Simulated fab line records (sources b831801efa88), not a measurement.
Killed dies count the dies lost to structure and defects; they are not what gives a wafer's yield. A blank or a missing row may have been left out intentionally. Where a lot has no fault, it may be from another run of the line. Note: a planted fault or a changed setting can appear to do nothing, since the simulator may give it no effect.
Problem report in the 8D (eight disciplines) form, filled by code | flow sky130 | the parts of the form that need people (team, actions taken, sign-off) are left out

== 1. THE PROBLEM ==
VT_ADJUST_LVTN_2_TW at SKY_VT_ADJUST_LVTN_TW_MEAS_21 reads a mean of 173.1 on 6 wafers of 2 lots; wafers without a fault read 188.3 with a standard deviation of 1.2. Relative to the usual mean, that is a shift of -13 standard deviations.
Earliest sighting: wafer L427.2 on filmMetro-01 at day 11 15:49. Wafers with a number at this step in the record: 36, from 12 lots. Rule for "out" (also "out of limits"): further than 4 standard deviations from the usual mean. The rest of the wafers with a number are treated as sound.

== 2. WHAT THIS IS AND IS NOT ==
question                    | is                     | is not
which readings at this step | VT_ADJUST_LVTN_2_TW    | -
which lots                  | L427, L429             | L414, L415, L416, L417, L418, L420, L424, L432, L436, L437
which wafers of those lots  | all that have a number | -
read on which gauges        | filmMetro-01           | filmMetro-02, filmMetro-03
when                        | from day 11 15:49      | up to then (21 sound wafers); but 9 sound wafers of L432, L436, L437 came after

== 3. SUSPECTS, AND WHAT RULES EACH OUT ==
Counting: any tool at a process step up to the reading is kept as a suspect provided that every lot that is out went through it and no sound lot did after the first of them.
- ruled out: the gauge at SKY_VT_ADJUST_LVTN_TW_MEAS_21. All the wafers that are out were read on filmMetro-01, but those of them that SKY_VT_ADJUST_LVTN_IMPLANT_19 has rows for are out there too, on other tools.
- rieDiel-01 at SKY_FIELD_ISO_ETCH_15 (etches the open film in CHF3/O2, stops on Si, target depth 180 nm, time 72 s): ruled out as a lasting fault. The sound lots L437 went through it after L427, its earliest lot that is out (day 5 02:10).
- implanter-01 at SKY_VT_ADJUST_LVTN_IMPLANT_19: kept. Every lot that is out went through it, starting with L427 (day 11 15:35), and after that it ran no sound lot; the last sound lot it ran before then is L424 (day 10 08:59). On those wafers its own readings are out: doseIonsCm2, faradayCurrentUA.
Remaining after the count: implanter-01 at SKY_VT_ADJUST_LVTN_IMPLANT_19.

== 4. THE CAUSE (what the simulator had put in) ==
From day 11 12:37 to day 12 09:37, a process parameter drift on implanter-01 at SKY_VT_ADJUST_LVTN_IMPLANT_19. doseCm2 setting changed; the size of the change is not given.
After counting, this tool was the only one left.

== 5. THE CHAIN OF EFFECTS, in route order ==
Each row: a reading where the mean over the struck wafers with a number is more than 3 standard deviations away from the usual. Scope: only readings with a usual standard deviation given in the record; hours: median across lots of the time from each lot's start at the first step in this table that gives one to its start at this step; sigmas: change in usual standard deviations.
hours | step                          | reading             | usual     | on struck wafers | change     | sigmas
0     | SKY_VT_ADJUST_LVTN_IMPLANT_19 | doseIonsCm2         | 6.502e+11 | 4.779e+11        | -1.723e+11 | -99 or more
0     | SKY_VT_ADJUST_LVTN_IMPLANT_19 | faradayCurrentUA    | 3.67      | 2.71             | -0.96      | -12
0     | SKY_VT_ADJUST_LVTN_TW_MEAS_21 | VT_ADJUST_LVTN_2_TW | 188.3     | 173.1            | -15.2      | -13
Its process steps:
- SKY_VT_ADJUST_LVTN_IMPLANT_19

== 6. HOW IT WOULD HAVE BEEN CAUGHT EARLIER ==
The first out-of-limits reading at a measuring or inspecting step in this record came at day 11 15:49, 3 hours after the fault's start at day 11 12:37.
At SKY_VT_ADJUST_LVTN_IMPLANT_19, the tool's own readings (doseIonsCm2, faradayCurrentUA) were out on each struck wafer the step has a row for, so an alarm limit on them would have fired on the first such wafer.
Of the lots that are out (2), L429 began SKY_VT_ADJUST_LVTN_IMPLANT_19 on implanter-01 after day 11 15:49. Had the tool been put on hold then, it would have been spared.
